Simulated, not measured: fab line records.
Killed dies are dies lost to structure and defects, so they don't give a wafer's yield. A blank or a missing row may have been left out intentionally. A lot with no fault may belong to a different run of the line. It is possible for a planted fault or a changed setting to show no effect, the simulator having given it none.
fab line records ; flow sky130
record: lots: 5; wafers: 23
route steps=708 shown FIELD_ISO@2 DNWELL@37 PWDE@47 NWELL@66 VT_ADJUST_HVTP@91 VT_ADJUST_LVTN@105 VT_ADJUST_NCORE@121
start-h: start of the lot's first displayed wafer, in hours after the record's first day ; wait-h: hours elapsed since this lot's preceding step ; " as in the row above ; L1.1+2: a row that stands for several wafers ; - value missing, or start not given ; * or withheld: withheld ; < > ~ a bound
route shown NAME@n: names a module that has steps shown in the file, with the first one's number in the route ; usual: average and standard deviation across the fault-free wafers ; same: alike in all rows ; chamber/n: place in a boat ; sites: per-site readings ; _std_site: the standard deviation of these ; _edge_site: outer sites' mean less inner sites' ; radius-mm: for every site, how far away it sits from the centre of the wafer ; mask NAME#n: copy n ; behind: the tool/chamber that last shaped the wafer ; hold: what put the lot on hold/how long, in hours/how the hold closed ; device: which transistor (n, p or np) failed to switch ; end of line: the same wafers' tests at the end of the route ; a step without rows: its recipe alone ; killed: dies lost to structure and defects at the first sort, not the wafer's yield ; map: the dies of a wafer, with x for killed, . for not killed, _ for no die there
set.NAME: the setting that was run; set.NAME@STEP: the one run at that earlier step ; model.NAME: the simulator's own value behind a step, which no gauge read
lots run with intentionally changed settings; tables by step, rows by wafer
== steps ==
step: SKY_FIELD_ISO_OXIDATION_01
recipe: temp-c: 900; ambient: O2; stabilise-s: 600; purge-s: 300; target-thk-a: 120; ox-time-s: 1843
lot.wafer;tool;chamber;start-h;wait-h;set.temp-c;model.SiO2_of_FIELD_ISO_OXIDATION_01.thk-nm
L074.1;furnace-01;0;10.97;0.9;900;11.96
L074.4;furnace-01;0;10.97;0.9;900;11.94
L074.6;furnace-01;0;10.97;0.9;900;11.87
L077.1;-;-;-;0.1;909.6;13.23
L077.2;-;-;-;0.1;909.6;13.34
L077.3;-;-;-;0.1;909.6;13.05
L077.4;-;-;-;0.1;909.6;13.29
L077.5;-;-;-;0.1;909.6;13.25
L081.1;-;-;-;1.3;900;12.12
L081.2;-;-;-;1.3;900;12.25
L081.4;-;-;-;1.3;900;12.53
L081.5;-;-;-;1.3;900;12.13
L081.6;-;-;-;1.3;900;12.4
L082.1;-;-;-;1.7;885.1;10.16
L082.2;-;-;-;1.7;885.1;10.08
L082.3;-;-;-;1.7;885.1;10.07
L082.4;-;-;-;1.7;885.1;9.946
L082.6;-;-;-;1.7;885.1;10.04
L084.1;-;-;-;4.3;900;11.92
L084.3;-;-;-;4.3;900;11.63
L084.4;-;-;-;4.3;900;11.55
L084.5;-;-;-;4.3;900;11.79
L084.6;-;-;-;4.3;900;11.68
step: SKY_FIELD_ISO_THK_MEAS_02
recipe: reads: SiO2_of_FIELD_ISO_OXIDATION_01
usual: FIELD_ISO_OXIDATION_00_THK: 12.01/0.19
lot.wafer;tool;chamber;start-h;wait-h;set.temp-c@FIELD_ISO_OXIDATION_01;FIELD_ISO_OXIDATION_00_THK[nm]
L074.1;film-metro-03;-;12.48;0.0;900;11.94
L074.4;film-metro-03;-;12.48;0.0;900;11.87
L074.6;film-metro-03;-;12.48;0.0;900;11.89
L077.1;film-metro-03;-;-;-;909.6;13.27
L077.2;film-metro-03;-;-;-;909.6;13.34
L077.3;film-metro-03;-;-;-;909.6;13.06
L077.4;film-metro-03;-;-;-;909.6;13.28
L077.5;film-metro-03;-;-;-;909.6;13.24
L081.1;film-metro-03;-;-;-;900;12.12
L081.2;film-metro-03;-;-;-;900;12.31
L081.4;film-metro-03;-;-;-;900;12.51
L081.5;film-metro-03;-;-;-;900;12.16
L081.6;film-metro-03;-;-;-;900;12.43
L082.1;film-metro-03;-;-;-;885.1;10.15
L082.2;film-metro-03;-;-;-;885.1;10.10
L082.3;film-metro-03;-;-;-;885.1;10.05
L082.4;film-metro-03;-;-;-;885.1;9.97
L082.6;film-metro-03;-;-;-;885.1;10.04
L084.1;film-metro-02;-;-;-;900;11.89
L084.3;film-metro-02;-;-;-;900;11.68
L084.4;film-metro-02;-;-;-;900;11.50
L084.5;film-metro-02;-;-;-;900;11.78
L084.6;film-metro-02;-;-;-;900;11.64
step: SKY_DNWELL_COAT_02
recipe: spin-rpm: 2000; resist-thk-nm: 3000
lot.wafer;tool;chamber;start-h;wait-h;set.resist-thk-nm;model.coat_of_DNWELL_COAT_02.thk-nm
L074.1;litho-track-03;0;44.64;0.1;3000;3001
L074.4;litho-track-03;0;44.64;0.1;3000;2996
L074.6;litho-track-03;0;44.64;0.1;3000;2998
L077.1;litho-track-03;0;61.94;0.1;3000;2998
L077.2+3+5;litho-track-03;0;61.94;0.1;3000;3003
L077.4;litho-track-03;0;61.94;0.1;3000;3005
L081.1;litho-track-02;0;89.01;0.1;3000;3000
L081.2+6;litho-track-02;0;89.01;0.1;3000;2999
L081.4+5;litho-track-02;0;89.01;0.1;3000;3001
L082.1;litho-track-04;0;90.33;0.1;3000;3017
L082.2;litho-track-04;0;90.33;0.1;3000;3006
L082.3;litho-track-04;0;90.33;0.1;2877;2877
L082.4;litho-track-04;0;90.33;0.1;2877;2883
L082.6;litho-track-04;0;90.33;0.1;2877;2888
L084.1;litho-track-02;0;98.21;0.1;3000;3009
L084.3;litho-track-02;0;98.21;0.1;2830;2829
L084.4;litho-track-02;0;98.21;0.1;3000;3004
L084.5;litho-track-02;0;98.21;0.1;2830;2842
L084.6;litho-track-02;0;98.21;0.1;3000;3005
step: SKY_DNWELL_SOFTBAKE_03
recipe: temp-c: 110; time-s: withheld
step: SKY_DNWELL_EXPOSE_04
recipe: mask-id: DNM; na: 0.57; target-cd-nm: 3000; dose-mj: 222
step: SKY_DNWELL_DEVELOP_06
recipe: wall-angle-deg: 90; developer: TMAH; develop-time-s: 60; dev-temp-c: 23
step: SKY_DNWELL_IMPLANT_07
recipe: species: P; energy-kev: withheld; dose-cm2: withheld; tilt-deg: withheld
step: SKY_DNWELL_STRIP_08
recipe: chemistry: O2/N2; power-w: 1400; pressure-mtorr: 1500; platen-temp-c: withheld; o2-flow-sccm: 3000; n2-flow-sccm: 300; overash-fraction: 0.5
usual: strip-time-to-endpoint-s: 36.92/0.079
lot.wafer;tool;chamber;start-h;wait-h;set.resist-thk-nm@DNWELL_COAT_02;strip-time-to-endpoint-s
L074.1;plasma-asher-04;0;53.13;0.1;3000;36.93
L074.4;plasma-asher-04;1;53.13;0.1;3000;36.84
L074.6;plasma-asher-04;0;53.13;0.1;3000;36.88
L077.1;plasma-asher-02;1;70.23;0.1;3000;36.89
L077.2;plasma-asher-02;0;70.23;0.1;3000;36.95
L077.3;plasma-asher-02;1;70.23;0.1;3000;36.92
L077.4;plasma-asher-02;0;70.23;0.1;3000;36.98
L077.5;plasma-asher-02;0;70.23;0.1;3000;36.94
L081.1;plasma-asher-02;1;97.36;0.1;3000;36.93
L081.2;plasma-asher-02;0;97.36;0.1;3000;36.91
L081.4;plasma-asher-02;1;97.36;0.1;3000;36.92
L081.5;plasma-asher-02;1;97.36;0.1;3000;36.93
L081.6;plasma-asher-02;0;97.36;0.1;3000;36.91
L082.1;plasma-asher-03;1;99.13;0.1;3000;37.11
L082.2;plasma-asher-03;0;99.13;0.1;3000;36.99
L082.3;plasma-asher-03;0;99.13;0.1;2877;35.49
L082.4;plasma-asher-03;1;99.13;0.1;2877;35.57
L082.6;plasma-asher-03;0;99.13;0.1;2877;35.62
L084.1;plasma-asher-03;0;108.21;0.1;3000;37.04
L084.3;plasma-asher-03;1;108.21;0.1;2830;34.96
L084.4;plasma-asher-03;0;108.21;0.1;3000;36.96
L084.5;plasma-asher-03;0;108.21;0.1;2830;35.12
L084.6;plasma-asher-03;1;108.21;0.1;3000;36.96
step: SKY_PWDE_COAT_02
recipe: spin-rpm: 2000; resist-thk-nm: 3000
lot.wafer;tool;chamber;start-h;wait-h;set.resist-thk-nm;model.coat_of_PWDE_COAT_02.thk-nm
L074.1;litho-track-04;0;60.58;0.1;3000;3000
L074.4;litho-track-04;0;60.58;0.1;3000;3012
L074.6;litho-track-04;0;60.58;0.1;3000;2997
L077.1;litho-track-01;0;77.96;0.1;3000;3011
L077.2;litho-track-01;0;77.96;0.1;3166;3172
L077.3;litho-track-01;0;77.96;0.1;3000;3007
L077.4;litho-track-01;0;77.96;0.1;3166;3171
L077.5;litho-track-01;0;77.96;0.1;3000;3002
L081.1;litho-track-04;0;106.83;0.1;3000;3010
L081.2+4;litho-track-04;0;106.83;0.1;3000;2989
L081.5;litho-track-04;0;106.83;0.1;3000;3002
L081.6;litho-track-04;0;106.83;0.1;3000;2993
L082.1;litho-track-04;0;108.78;0.1;3000;3001
L082.2+4;litho-track-04;0;108.78;0.1;3062;3064
L082.3;litho-track-04;0;108.78;0.1;3000;3011
L082.6;litho-track-04;0;108.78;0.1;3000;3005
L084.1;litho-track-01;0;116.76;0.1;3154;3154
L084.3;litho-track-01;0;116.76;0.1;3000;3009
L084.4;litho-track-01;0;116.76;0.1;3000;3010
L084.5;litho-track-01;0;116.76;0.1;3154;3157
L084.6;litho-track-01;0;116.76;0.1;3000;3000
step: SKY_PWDE_IMPLANT_08
recipe: species: B; energy-kev: 150; dose-cm2: 3.6e+12; tilt-deg: withheld
lot.wafer;tool;chamber;start-h;wait-h;set.dose-cm2
L074.1+4+6;implanter-03;0;69.16;0.0;3.6e+12
L077.1+3+4;implanter-04;0;86.87;0.0;3.6e+12
L077.2+5;implanter-04;0;86.87;0.0;3.484e+12
L081.1+4+5;implanter-04;0;115.92;0.0;3.6e+12
L081.2+6;implanter-04;0;115.92;0.0;3.712e+12
L082.1+2+6;implanter-03;0;117.57;0.0;3.6e+12
L082.3+4;implanter-03;0;117.57;0.0;3.359e+12
L084.1+5+6;implanter-04;0;126.25;0.0;3.526e+12
L084.3+4;implanter-04;0;126.25;0.0;3.6e+12
step: SKY_PWDE_STRIP_09
recipe: chemistry: O2/N2; power-w: 1400; pressure-mtorr: 1500; platen-temp-c: withheld; o2-flow-sccm: 3000; n2-flow-sccm: 300; overash-fraction: 0.5
usual: strip-time-to-endpoint-s: 36.94/0.096
lot.wafer;tool;chamber;start-h;wait-h;set.resist-thk-nm@PWDE_COAT_02;strip-time-to-endpoint-s
L074.1;plasma-asher-03;1;69.31;0.1;3000;36.92
L074.4;plasma-asher-03;0;69.31;0.1;3000;37.05
L074.6;plasma-asher-03;1;69.31;0.1;3000;36.89
L077.1;plasma-asher-02;0;87.02;0.1;3000;37.05
L077.2;plasma-asher-02;1;87.02;0.1;3166;38.86
L077.3;plasma-asher-02;1;87.02;0.1;3000;36.99
L077.4;plasma-asher-02;0;87.02;0.1;3166;38.85
L077.5;plasma-asher-02;1;87.02;0.1;3000;36.94
L081.1;plasma-asher-03;0;116.11;0.2;3000;37.02
L081.2;plasma-asher-03;1;116.11;0.2;3000;36.77
L081.4;plasma-asher-03;1;116.11;0.2;3000;36.80
L081.5;plasma-asher-03;1;116.11;0.2;3000;36.94
L081.6;plasma-asher-03;0;116.11;0.2;3000;36.83
L082.1;plasma-asher-03;1;117.72;0.1;3000;36.94
L082.2;plasma-asher-03;0;117.72;0.1;3062;37.64
L082.3;plasma-asher-03;0;117.72;0.1;3000;37.05
L082.4;plasma-asher-03;1;117.72;0.1;3062;37.63
L082.6;plasma-asher-03;1;117.72;0.1;3000;36.98
L084.1;plasma-asher-03;0;126.40;0.1;3154;38.65
L084.3;plasma-asher-03;0;126.40;0.1;3000;37.02
L084.4;plasma-asher-03;1;126.40;0.1;3000;37.04
L084.5;plasma-asher-03;0;126.40;0.1;3154;38.67
L084.6;plasma-asher-03;1;126.40;0.1;3000;36.90
step: SKY_PWDE_TW_MEAS_10
usual: PWDE_TW: 375.5/1.9
lot.wafer;tool;chamber;start-h;wait-h;set.dose-cm2@PWDE_IMPLANT_08;PWDE_TW
L074.1;film-metro-01;-;69.41;0.1;3.6e+12;375.1
L074.4;film-metro-01;-;69.41;0.1;3.6e+12;373.3
L074.6;film-metro-01;-;69.41;0.1;3.6e+12;375.0
L077.1;film-metro-01;-;87.12;0.1;3.6e+12;373.2
L077.2;film-metro-01;-;87.12;0.1;3.484e+12;371.2
L077.3;film-metro-01;-;87.12;0.1;3.6e+12;376.6
L077.4;film-metro-01;-;87.12;0.1;3.6e+12;375.1
L077.5;film-metro-01;-;87.12;0.1;3.484e+12;369.7
L081.1;film-metro-03;-;116.21;0.1;3.6e+12;376.2
L081.2;film-metro-03;-;116.21;0.1;3.712e+12;381.3
L081.4;film-metro-03;-;116.21;0.1;3.6e+12;375.5
L081.5;film-metro-03;-;116.21;0.1;3.6e+12;378.0
L081.6;film-metro-03;-;116.21;0.1;3.712e+12;380.0
L082.1;film-metro-03;-;117.82;0.1;3.6e+12;377.3
L082.2;film-metro-03;-;117.82;0.1;3.6e+12;376.4
L082.3;film-metro-03;-;117.82;0.1;3.359e+12;368.4
L082.4;film-metro-03;-;117.82;0.1;3.359e+12;369.7
L082.6;film-metro-03;-;117.82;0.1;3.6e+12;375.8
L084.1;film-metro-01;-;126.50;0.1;3.526e+12;373.7
L084.3;film-metro-01;-;126.50;0.1;3.6e+12;374.0
L084.4;film-metro-01;-;126.50;0.1;3.6e+12;374.0
L084.5;film-metro-01;-;126.50;0.1;3.526e+12;372.0
L084.6;film-metro-01;-;126.50;0.1;3.526e+12;374.0
step: SKY_NWELL_IMPLANT_13
recipe: species: P; energy-kev: 50; dose-cm2: 7e+11; tilt-deg: withheld
lot.wafer;tool;chamber;start-h;wait-h;set.energy-kev;model.implant.rp-nm;model.implant.drp-nm
L074.1+4+6;implanter-01;0;85.60;0.1;50;59.38;25.55
L077.1+2+4;implanter-04;0;104.70;0.1;47.26;56.9;24.37
L077.3+5;implanter-04;0;104.70;0.1;50;60.21;25.55
L081.1+4;implanter-04;0;134.65;0.1;50;60.39;25.55
L081.2+5+6;implanter-04;0;134.65;0.1;47.16;56.95;24.32
L082.1+6;implanter-04;0;136.90;0.1;52.79;65.49;26.73
L082.2+3+4;implanter-04;0;136.90;0.1;50;62;25.55
L084.1+4+5;implanter-01;0;146.05;0.1;50;60.3;25.55
L084.3+6;implanter-01;0;146.05;0.1;50.93;61.42;25.95
step: SKY_NWELL_IMPLANT_24
recipe: species: B; energy-kev: 140; dose-cm2: 9.2e+12; tilt-deg: withheld
lot.wafer;tool;chamber;start-h;wait-h;set.energy-kev;model.implant.drp-nm
L074.1+4+6;implanter-01;0;102.91;0.0;140;95.47
L077.1+2+3;implanter-04;0;122.31;0.0;140;95.47
L077.4+5;implanter-04;0;122.31;0.0;144;96.48
L081.1+2+4+5+6;implanter-01;0;153.50;0.0;140;95.47
L082.1+3;implanter-03;0;157.11;0.0;140;95.47
L082.2+4+6;implanter-03;0;157.11;0.0;132.3;93.38
L084.1+3+4;implanter-01;0;166.40;0.0;140;95.47
L084.5+6;implanter-01;0;166.40;0.0;136.4;94.51
step: SKY_NWELL_STRIP_25
recipe: chemistry: O2/N2; power-w: 1400; pressure-mtorr: 1500; platen-temp-c: withheld; o2-flow-sccm: 3000; n2-flow-sccm: 300; overash-fraction: 0.5
step: SKY_NWELL_RS_MEAS_31
recipe: thk-meas-gauge: four-point-probe
usual: PWDE_RS: 5277/18
lot.wafer;tool;chamber;start-h;wait-h;set.dose-cm2@PWDE_IMPLANT_08;PWDE_RS[ohm/sq]
L074.1;film-metro-03;-;103.61;0.1;3.6e+12;5267
L074.4;film-metro-03;-;103.61;0.1;3.6e+12;5252
L074.6;film-metro-03;-;103.61;0.1;3.6e+12;5267
L077.1;film-metro-04;-;123.01;0.1;3.6e+12;5279
L077.2;film-metro-04;-;123.01;0.1;3.484e+12;5437
L077.3;film-metro-04;-;123.01;0.1;3.6e+12;5274
L077.4;film-metro-04;-;123.01;0.1;3.6e+12;5264
L077.5;film-metro-04;-;123.01;0.1;3.484e+12;5427
L081.1;film-metro-03;-;154.20;0.1;3.6e+12;5283
L081.2;film-metro-03;-;154.20;0.1;3.712e+12;5137
L081.4;film-metro-03;-;154.20;0.1;3.6e+12;5282
L081.5;film-metro-03;-;154.20;0.1;3.6e+12;5280
L081.6;film-metro-03;-;154.20;0.1;3.712e+12;5156
L082.1;film-metro-01;-;157.82;0.1;3.6e+12;5297
L082.2;film-metro-01;-;157.82;0.1;3.6e+12;5288
L082.3;film-metro-01;-;157.82;0.1;3.359e+12;5586
L082.4;film-metro-01;-;157.82;0.1;3.359e+12;5549
L082.6;film-metro-01;-;157.82;0.1;3.6e+12;5300
L084.1;film-metro-01;-;167.10;0.1;3.526e+12;5366
L084.3;film-metro-01;-;167.10;0.1;3.6e+12;5289
L084.4;film-metro-01;-;167.10;0.1;3.6e+12;5280
L084.5;film-metro-01;-;167.10;0.1;3.526e+12;5384
L084.6;film-metro-01;-;167.10;0.1;3.526e+12;5374
step: SKY_VT_ADJUST_HVTP_DEVELOP_06
recipe: resist: NOVOLAK; developer: TMAH; develop-time-s: 60; dev-temp-c: 23
lot.wafer;tool;chamber;start-h;wait-h;set.develop-time-s
L074.1+4+6;litho-track-02;0;121.46;0.1;60
L077.1+2;litho-track-03;0;141.44;0.1;60
L077.3+4+5;litho-track-03;0;141.44;0.1;56.05
L081.1+2+4;litho-track-01;0;174.66;0.1;60
L081.5+6;litho-track-01;0;174.66;0.1;66.24
L082.1+4+6;litho-track-01;0;178.01;0.1;60
L082.2+3;litho-track-01;0;178.01;0.1;67.7
L084.1+3+4+5+6;litho-track-01;0;188.06;0.1;60
step: SKY_VT_ADJUST_HVTP_CD_MEAS_07
recipe: target-cd-nm: 380
usual: cd-nm: 379.3/2.2
lot.wafer;tool;chamber;start-h;wait-h;set.develop-time-s@VT_ADJUST_HVTP_DEVELOP_06;cd-nm
L074.1;cd-sem-02;-;121.61;0.1;60;376.9
L074.4;cd-sem-02;-;121.61;0.1;60;375.3
L074.6;cd-sem-02;-;121.61;0.1;60;377.9
L077.1;cd-sem-01;-;141.59;0.1;60;378.4
L077.2;cd-sem-01;-;141.59;0.1;60;377.8
L077.3;cd-sem-01;-;141.59;0.1;56.05;372.2
L077.4;cd-sem-01;-;141.59;0.1;56.05;370.6
L077.5;cd-sem-01;-;141.59;0.1;56.05;372.6
L081.1;cd-sem-02;-;174.81;0.1;60;378.7
L081.2;cd-sem-02;-;174.81;0.1;60;378.6
L081.4;cd-sem-02;-;174.81;0.1;60;380.3
L081.5;cd-sem-02;-;174.81;0.1;66.24;387.8
L081.6;cd-sem-02;-;174.81;0.1;66.24;386.5
L082.1;cd-sem-02;-;178.16;0.1;60;381.5
L082.2;cd-sem-02;-;178.16;0.1;67.7;392.2
L082.3;cd-sem-02;-;178.16;0.1;67.7;392.9
L082.4;cd-sem-02;-;178.16;0.1;60;382.0
L082.6;cd-sem-02;-;178.16;0.1;60;382.5
L084.1;cd-sem-01;-;188.21;0.1;60;376.9
L084.3;cd-sem-01;-;188.21;0.1;60;378.6
L084.4;cd-sem-01;-;188.21;0.1;60;379.9
L084.5;cd-sem-01;-;188.21;0.1;60;377.5
L084.6;cd-sem-01;-;188.21;0.1;60;377.9
step: SKY_VT_ADJUST_LVTN_IMPLANT_08
recipe: species: B; energy-kev: 30; dose-cm2: 1.57e+12; tilt-deg: withheld
lot.wafer;tool;chamber;start-h;wait-h;set.dose-cm2
L074.1+4+6;implanter-02;0;140.72;0.0;1.57e+12
L077.1+3;implanter-01;0;161.41;0.0;1.49e+12
L077.2+4+5;implanter-01;0;161.41;0.0;1.57e+12
L081.1+2;implanter-04;0;196.22;0.0;1.57e+12
L081.4+5+6;implanter-04;0;196.22;0.0;1.473e+12
L082.1+2+3+4+6;implanter-04;0;200.55;0.0;1.57e+12
L084.1+3;implanter-04;0;210.31;0.0;1.655e+12
L084.4+5+6;implanter-04;0;210.31;0.0;1.57e+12
step: SKY_VT_ADJUST_LVTN_STRIP_09
recipe: chemistry: O2/N2; power-w: 1400; pressure-mtorr: 1500; platen-temp-c: withheld; o2-flow-sccm: 3000; n2-flow-sccm: 300; overash-fraction: 0.5
step: SKY_VT_ADJUST_LVTN_TW_MEAS_10
usual: VT_ADJUST_LVTN_TW: 242.6/1.9
lot.wafer;tool;chamber;start-h;wait-h;set.dose-cm2@VT_ADJUST_LVTN_IMPLANT_08;VT_ADJUST_LVTN_TW
L074.1;film-metro-02;-;140.97;0.1;1.57e+12;245.3
L074.4;film-metro-02;-;140.97;0.1;1.57e+12;243.8
L074.6;film-metro-02;-;140.97;0.1;1.57e+12;243.1
L077.1;film-metro-02;-;161.66;0.1;1.49e+12;238.5
L077.2;film-metro-02;-;161.66;0.1;1.57e+12;243.0
L077.3;film-metro-02;-;161.66;0.1;1.49e+12;236.3
L077.4;film-metro-02;-;161.66;0.1;1.57e+12;242.1
L077.5;film-metro-02;-;161.66;0.1;1.57e+12;241.2
L081.1;film-metro-01;-;196.47;0.1;1.57e+12;239.0
L081.2;film-metro-01;-;196.47;0.1;1.57e+12;238.7
L081.4;film-metro-01;-;196.47;0.1;1.473e+12;235.4
L081.5;film-metro-01;-;196.47;0.1;1.473e+12;234.9
L081.6;film-metro-01;-;196.47;0.1;1.473e+12;234.8
L082.1;film-metro-02;-;200.80;0.1;1.57e+12;243.2
L082.2;film-metro-02;-;200.80;0.1;1.57e+12;242.7
L082.3;film-metro-02;-;200.80;0.1;1.57e+12;242.1
L082.4;film-metro-02;-;200.80;0.1;1.57e+12;243.2
L082.6;film-metro-02;-;200.80;0.1;1.57e+12;242.9
L084.1;film-metro-02;-;210.56;0.1;1.655e+12;246.0
L084.3;film-metro-02;-;210.56;0.1;1.655e+12;247.6
L084.4;film-metro-02;-;210.56;0.1;1.57e+12;243.7
L084.5;film-metro-02;-;210.56;0.1;1.57e+12;243.2
L084.6;film-metro-02;-;210.56;0.1;1.57e+12;244.4
step: SKY_VT_ADJUST_NCORE_COAT_02
recipe: resist: NOVOLAK; spin-rpm: 3000; resist-thk-nm: 1140
lot.wafer;tool;chamber;start-h;wait-h;set.resist-thk-nm;model.NOVOLAK_of_VT_ADJUST_NCORE_COAT_02.thk-nm
L074.1;litho-track-03;0;170.44;0.1;1140;1138
L074.4;litho-track-03;0;170.44;0.1;1140;1143
L074.6;litho-track-03;0;170.44;0.1;1140;1141
L077.1;litho-track-01;0;193.21;0.1;1140;1139
L077.2;litho-track-01;0;193.21;0.1;1140;1138
L077.3;litho-track-01;0;193.21;0.1;1140;1141
L077.4+5;litho-track-01;0;193.21;0.1;1206;1206
L081.1+6;litho-track-04;0;229.72;0.1;1140;1141
L081.2;litho-track-04;0;229.72;0.1;1140;1143
L081.4;litho-track-04;0;229.72;0.1;1140;1142
L081.5;litho-track-04;0;229.72;0.1;1140;1140
L082.1;litho-track-01;0;233.56;0.1;1140;1141
L082.2;litho-track-01;0;233.56;0.1;1189;1191
L082.3;litho-track-01;0;233.56;0.1;1140;1143
L082.4;litho-track-01;0;233.56;0.1;1189;1192
L082.6;litho-track-01;0;233.56;0.1;1140;1142
L084.1+5;litho-track-01;0;244.86;0.1;1140;1135
L084.3;litho-track-01;0;244.86;0.1;1140;1138
L084.4;litho-track-01;0;244.86;0.1;1140;1139
L084.6;litho-track-01;0;244.86;0.1;1140;1137
step: SKY_VT_ADJUST_NCORE_SOFTBAKE_03
recipe: temp-c: 90; time-s: 58.15; resist: NOVOLAK
step: SKY_VT_ADJUST_NCORE_EXPOSE_04
recipe: mask-id: LVTN_COMPLEMENT_THIN; na: 0.6; source-shape: conventional; sigma-outer: 0.6; polarization: unpolarized; target-cd-nm: 380; dose-mj: 139
step: SKY_VT_ADJUST_NCORE_PEB_05
recipe: temp-c: withheld; time-s: *; resist: NOVOLAK
step: SKY_VT_ADJUST_NCORE_DEVELOP_06
recipe: resist: NOVOLAK; developer: TMAH; develop-time-s: 60; dev-temp-c: 23
step: SKY_VT_ADJUST_NCORE_CD_MEAS_07
recipe: target-cd-nm: 380
usual: cd-nm: 379.5/2.9
lot.wafer;tool;chamber;start-h;wait-h;set.resist-thk-nm@VT_ADJUST_NCORE_COAT_02;cd-nm
L074.1;cd-sem-01;-;180.44;0.1;1140;379.1
L074.4;cd-sem-01;-;180.44;0.1;1140;380.1
L074.6;cd-sem-01;-;180.44;0.1;1140;377.0
L077.1;cd-sem-01;-;204.11;0.1;1140;377.3
L077.2;cd-sem-01;-;204.11;0.1;1140;379.4
L077.3;cd-sem-01;-;204.11;0.1;1140;379.2
L077.4;cd-sem-01;-;204.11;0.1;1206;370.2
L077.5;cd-sem-01;-;204.11;0.1;1206;369.4
L081.1;cd-sem-01;-;241.12;0.1;1140;382.7
L081.2;cd-sem-01;-;241.12;0.1;1140;381.7
L081.4;cd-sem-01;-;241.12;0.1;1140;382.4
L081.5;cd-sem-01;-;241.12;0.1;1140;380.1
L081.6;cd-sem-01;-;241.12;0.1;1140;381.8
L082.1;cd-sem-02;-;245.17;0.1;1140;379.8
L082.2;cd-sem-02;-;245.17;0.1;1189;377.2
L082.3;cd-sem-02;-;245.17;0.1;1140;381.2
L082.4;cd-sem-02;-;245.17;0.1;1189;378.4
L082.6;cd-sem-02;-;245.17;0.1;1140;380.3
L084.1;cd-sem-02;-;256.67;0.1;1140;374.9
L084.3;cd-sem-02;-;256.67;0.1;1140;378.1
L084.4;cd-sem-02;-;256.67;0.1;1140;377.0
L084.5;cd-sem-02;-;256.67;0.1;1140;375.8
L084.6;cd-sem-02;-;256.67;0.1;1140;377.0
== key ==
split: step: SKY_FIELD_ISO_OXIDATION_01; setting: temp-c; stated: 900; by: lot
response: step: SKY_FIELD_ISO_OXIDATION_01; reading: model.SiO2_of_FIELD_ISO_OXIDATION_01.thk-nm; change: +1.17; per: 1%; r: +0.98
response: step: SKY_FIELD_ISO_THK_MEAS_02; reading: FIELD_ISO_OXIDATION_00_THK; change: +1.17; per: 1%; r: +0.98
split: step: SKY_DNWELL_COAT_02; setting: resist-thk-nm; stated: 3000; by: wafer
response: step: SKY_DNWELL_COAT_02; reading: model.coat_of_DNWELL_COAT_02.thk-nm; change: +30.6; per: 1%; r: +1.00
response: step: SKY_DNWELL_STRIP_08; reading: strip-time-to-endpoint-s; change: *; per: 1%; r: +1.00
split: step: SKY_PWDE_COAT_02; setting: resist-thk-nm; stated: 3000; by: wafer
response: step: SKY_PWDE_COAT_02; reading: model.coat_of_PWDE_COAT_02.thk-nm; change: +29.4; per: 1%; r: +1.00
response: step: SKY_PWDE_STRIP_09; reading: strip-time-to-endpoint-s; change: *; per: 1%; r: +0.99
split: step: SKY_PWDE_IMPLANT_08; setting: dose-cm2; stated: 3.6e+12; by: wafer
response: step: SKY_PWDE_TW_MEAS_10; reading: PWDE_TW; change: +1.14; per: 1%; r: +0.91
response: step: SKY_NWELL_RS_MEAS_31; reading: PWDE_RS; change: -42.5; per: 1%; r: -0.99
split: step: SKY_NWELL_IMPLANT_13; setting: energy-kev; stated: 50; by: wafer
response: step: SKY_NWELL_IMPLANT_13; reading: model.implant.rp-nm; change: +0.611; per: 1%; r: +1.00
response: step: SKY_NWELL_IMPLANT_13; reading: model.implant.drp-nm; change: +0.215; per: 1%; r: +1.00
split: step: SKY_NWELL_IMPLANT_24; setting: energy-kev; stated: 140; by: wafer
response: step: SKY_NWELL_IMPLANT_24; reading: model.implant.drp-nm; change: +0.374; per: 1%; r: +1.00
split: step: SKY_VT_ADJUST_HVTP_DEVELOP_06; setting: develop-time-s; stated: 60; by: wafer
response: step: SKY_VT_ADJUST_HVTP_CD_MEAS_07; reading: cd-nm; change: +0.821; per: 1%; r: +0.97
split: step: SKY_VT_ADJUST_LVTN_IMPLANT_08; setting: dose-cm2; stated: 1.57e+12; by: wafer
response: step: SKY_VT_ADJUST_LVTN_TW_MEAS_10; reading: VT_ADJUST_LVTN_TW; change: +0.685; per: 1%; r: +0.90
split: step: SKY_VT_ADJUST_NCORE_COAT_02; setting: resist-thk-nm; stated: 1140; by: wafer
response: step: SKY_VT_ADJUST_NCORE_COAT_02; reading: model.NOVOLAK_of_VT_ADJUST_NCORE_COAT_02.thk-nm; change: +11.6; per: 1%; r: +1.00
response: step: SKY_VT_ADJUST_NCORE_CD_MEAS_07; reading: cd-nm; change: -1.2; per: 1%; r: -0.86
